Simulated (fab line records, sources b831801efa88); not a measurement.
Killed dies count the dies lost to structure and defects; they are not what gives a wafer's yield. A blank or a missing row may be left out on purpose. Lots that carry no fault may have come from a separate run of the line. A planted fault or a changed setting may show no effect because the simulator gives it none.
Which tool was responsible? || flow sky130 || 42 wafers from 14 lots sampled at 3 of the route's 708 steps

WHAT THE GAUGES SHOWED, per wafer
SKY_METAL2_OVL_MEAS_16.
{"lot": "L504", "measured": "day 36 06:11", "on": "overlay-01", "METAL2_OVL (nm)": "9 1 0"}
{"lot": "L505", "measured": "day 36 11:47", "on": "overlay-01", "METAL2_OVL (nm)": "1 10 2"}
{"lot": "L507", "measured": "day 36 12:37", "on": "overlay-01", "METAL2_OVL (nm)": "-3 7 -3"}
{"lot": "L512", "measured": "day 37 18:37", "on": "overlay-02", "METAL2_OVL (nm)": "5 5 5"}
{"lot": "L513", "measured": "day 37 20:07", "on": "overlay-01", "METAL2_OVL (nm)": "4 -2 11"}
{"lot": "L515", "measured": "day 38 06:44", "on": "overlay-01", "METAL2_OVL (nm)": "6 4 -3"}
{"lot": "L516", "measured": "day 38 22:07", "on": "overlay-01", "METAL2_OVL (nm)": "-1 4 5"}
{"lot": "L519", "measured": "day 39 11:47", "on": "overlay-01", "METAL2_OVL (nm)": "-3 -3 7"}
{"lot": "L520", "measured": "day 40 03:40", "on": "overlay-01", "METAL2_OVL (nm)": "-1 -4 -7"}
{"lot": "L521", "measured": "day 40 08:16", "on": "overlay-01", "METAL2_OVL (nm)": "2 1 8"}
{"lot": "L523", "measured": "day 41 02:19", "on": "overlay-01", "METAL2_OVL (nm)": "6 2 3"}
{"lot": "L524", "measured": "day 41 06:52", "on": "overlay-02", "METAL2_OVL (nm)": "4 -6 0"}
{"lot": "L526", "measured": "day 41 13:10", "on": "overlay-02", "METAL2_OVL (nm)": "-5 -4 -6"}
{"lot": "L527", "measured": "day 42 00:38", "on": "overlay-01", "METAL2_OVL (nm)": "-4 7 7"}

SKY_VIA2_RS_MEAS_22: the measuring method here is four-point-probe.
{"lot": "L504", "measured": "day 37 10:38", "on": "film_metro-01", "VIA2_W_RS (ohm/sq)": "0.271 0.273 0.272"}
{"lot": "L505", "measured": "day 37 16:55", "on": "film_metro-02", "VIA2_W_RS (ohm/sq)": "0.275 0.272 0.276"}
{"lot": "L507", "measured": "day 37 17:05", "on": "film_metro-04", "VIA2_W_RS (ohm/sq)": "0.277 0.270 0.278"}
{"lot": "L512", "measured": "day 38 22:24", "on": "film_metro-04", "VIA2_W_RS (ohm/sq)": "0.274 0.267 0.269"}
{"lot": "L513", "measured": "day 38 23:24", "on": "film_metro-01", "VIA2_W_RS (ohm/sq)": "0.270 0.274 0.269"}
{"lot": "L515", "measured": "day 39 10:01", "on": "film_metro-01", "VIA2_W_RS (ohm/sq)": "0.275 0.275 0.276"}
{"lot": "L516", "measured": "day 40 01:02", "on": "film_metro-02", "VIA2_W_RS (ohm/sq)": "0.269 0.274 0.269"}
{"lot": "L519", "measured": "day 40 14:50", "on": "film_metro-04", "VIA2_W_RS (ohm/sq)": "0.279 0.281 0.272"}
{"lot": "L520", "measured": "day 41 06:38", "on": "film_metro-04", "VIA2_W_RS (ohm/sq)": "0.276 0.281 0.274"}
{"lot": "L521", "measured": "day 41 11:07", "on": "film_metro-02", "VIA2_W_RS (ohm/sq)": "0.269 0.271 0.270"}
{"lot": "L523", "measured": "day 42 04:42", "on": "film_metro-04", "VIA2_W_RS (ohm/sq)": "0.274 0.276 0.279"}
{"lot": "L524", "measured": "day 42 08:47", "on": "film_metro-04", "VIA2_W_RS (ohm/sq)": "0.272 0.275 0.275"}
{"lot": "L526", "measured": "day 42 15:17", "on": "film_metro-04", "VIA2_W_RS (ohm/sq)": "0.282 0.273 0.275"}
{"lot": "L527", "measured": "day 43 01:53", "on": "film_metro-02", "VIA2_W_RS (ohm/sq)": "0.272 0.268 0.275"}

WHAT TOOL EACH LOT RAN ON (gives the tool, then ch and the chambers of the sampled wafers, and finally the start)
{"lot": "L504", "SKY_METAL2_SPUTTER_03": "pvd_sputter-03, day 35 04:38"}
{"lot": "L505", "SKY_METAL2_SPUTTER_03": "pvd_sputter-02, day 35 08:50"}
{"lot": "L507", "SKY_METAL2_SPUTTER_03": "pvd_sputter-02, day 35 09:34"}
{"lot": "L512", "SKY_METAL2_SPUTTER_03": "pvd_sputter-02, day 36 16:14"}
{"lot": "L513", "SKY_METAL2_SPUTTER_03": "pvd_sputter-03, day 36 17:44"}
{"lot": "L515", "SKY_METAL2_SPUTTER_03": "pvd_sputter-03, day 37 05:31"}
{"lot": "L516", "SKY_METAL2_SPUTTER_03": "pvd_sputter-01, day 37 20:38"}
{"lot": "L519", "SKY_METAL2_SPUTTER_03": "pvd_sputter-01, day 38 10:44"}
{"lot": "L520", "SKY_METAL2_SPUTTER_03": "pvd_sputter-01, day 39 03:17"}
{"lot": "L521", "SKY_METAL2_SPUTTER_03": "pvd_sputter-02, day 39 07:46"}
{"lot": "L523", "SKY_METAL2_SPUTTER_03": "pvd_sputter-03, day 40 00:55"}
{"lot": "L524", "SKY_METAL2_SPUTTER_03": "pvd_sputter-03, day 40 06:19"}
{"lot": "L526", "SKY_METAL2_SPUTTER_03": "pvd_sputter-01, day 40 13:20"}
{"lot": "L527", "SKY_METAL2_SPUTTER_03": "pvd_sputter-02, day 41 01:11"}
- SKY_METAL2_SPUTTER_03: material Ti, target thk 5 nm, time 3.3 s.

WHAT THE TOOLS THEMSELVES READ (means of the sampled wafers that have a number; where no wafer has one, the mark that the record gives instead)
SKY_METAL2_SPUTTER_03.
{"lot": "L504", "tool": "pvd_sputter-03", "cathode_dc_power_W (W)": 2999.8, "chamber_pressure_pa (Pa)": 0.4004, "throttle_valve_pct (%)": 29.7}
{"lot": "L505", "tool": "pvd_sputter-02", "cathode_dc_power_W (W)": 2999.9, "chamber_pressure_pa (Pa)": 0.3998, "throttle_valve_pct (%)": 30.0}
{"lot": "L507", "tool": "pvd_sputter-02", "cathode_dc_power_W (W)": 2999.6, "chamber_pressure_pa (Pa)": 0.4009, "throttle_valve_pct (%)": 30.0}
{"lot": "L512", "tool": "pvd_sputter-02", "cathode_dc_power_W (W)": 3000.5, "chamber_pressure_pa (Pa)": 0.3991, "throttle_valve_pct (%)": 29.8}
{"lot": "L513", "tool": "pvd_sputter-03", "cathode_dc_power_W (W)": 3000.2, "chamber_pressure_pa (Pa)": 0.4001, "throttle_valve_pct (%)": 29.7}
{"lot": "L515", "tool": "pvd_sputter-03", "cathode_dc_power_W (W)": 3000.4, "chamber_pressure_pa (Pa)": 0.3998, "throttle_valve_pct (%)": 30.7}
{"lot": "L516", "tool": "pvd_sputter-01", "cathode_dc_power_W (W)": 2999.7, "chamber_pressure_pa (Pa)": 0.4003, "throttle_valve_pct (%)": 30.7}
{"lot": "L519", "tool": "pvd_sputter-01", "cathode_dc_power_W (W)": 3000.1, "chamber_pressure_pa (Pa)": 0.3994, "throttle_valve_pct (%)": 30.3}
{"lot": "L520", "tool": "pvd_sputter-01", "cathode_dc_power_W (W)": 3000.0, "chamber_pressure_pa (Pa)": 0.3996, "throttle_valve_pct (%)": 30.5}
{"lot": "L521", "tool": "pvd_sputter-02", "cathode_dc_power_W (W)": 2999.5, "chamber_pressure_pa (Pa)": 0.4001, "throttle_valve_pct (%)": 30.6}
{"lot": "L523", "tool": "pvd_sputter-03", "cathode_dc_power_W (W)": 2999.6, "chamber_pressure_pa (Pa)": 0.4006, "throttle_valve_pct (%)": 29.4}
{"lot": "L524", "tool": "pvd_sputter-03", "cathode_dc_power_W (W)": 2999.9, "chamber_pressure_pa (Pa)": 0.3998, "throttle_valve_pct (%)": 29.6}
{"lot": "L526", "tool": "pvd_sputter-01", "cathode_dc_power_W (W)": 3000.4, "chamber_pressure_pa (Pa)": 0.4002, "throttle_valve_pct (%)": 30.3}
{"lot": "L527", "tool": "pvd_sputter-02", "cathode_dc_power_W (W)": 3000.4, "chamber_pressure_pa (Pa)": 0.3998, "throttle_valve_pct (%)": 30.2}

THE ANSWER, worked out from the rows above alone
Rule: the lots themselves supply what counts as usual. Put in order of their means at a reading, lots are off if they are a third of the lots or fewer, leave a main group of 4 or more, and stand apart from it by a gap of 3 or more times the standard deviation of the main group's means; of several such gaps the widest counts. A main group whose means are all the same, to the digits that the tables above print for the reading, isn't used. Also off: a lot with no number at a reading for which 4 or more lots have one. Where the step has rows for the other lots, those lots are counted as sound. After the gauges, taken in route order, come the tools' own readings; for these a lot's mean is taken, as printed above. The first step at which some lot is off is used, and at that step the reading that is off furthest; a lot without a number counts as furthest.
No lot is off on any of the readings shown, so nothing can be concluded from this.

WHAT THE SIMULATOR PUT IN
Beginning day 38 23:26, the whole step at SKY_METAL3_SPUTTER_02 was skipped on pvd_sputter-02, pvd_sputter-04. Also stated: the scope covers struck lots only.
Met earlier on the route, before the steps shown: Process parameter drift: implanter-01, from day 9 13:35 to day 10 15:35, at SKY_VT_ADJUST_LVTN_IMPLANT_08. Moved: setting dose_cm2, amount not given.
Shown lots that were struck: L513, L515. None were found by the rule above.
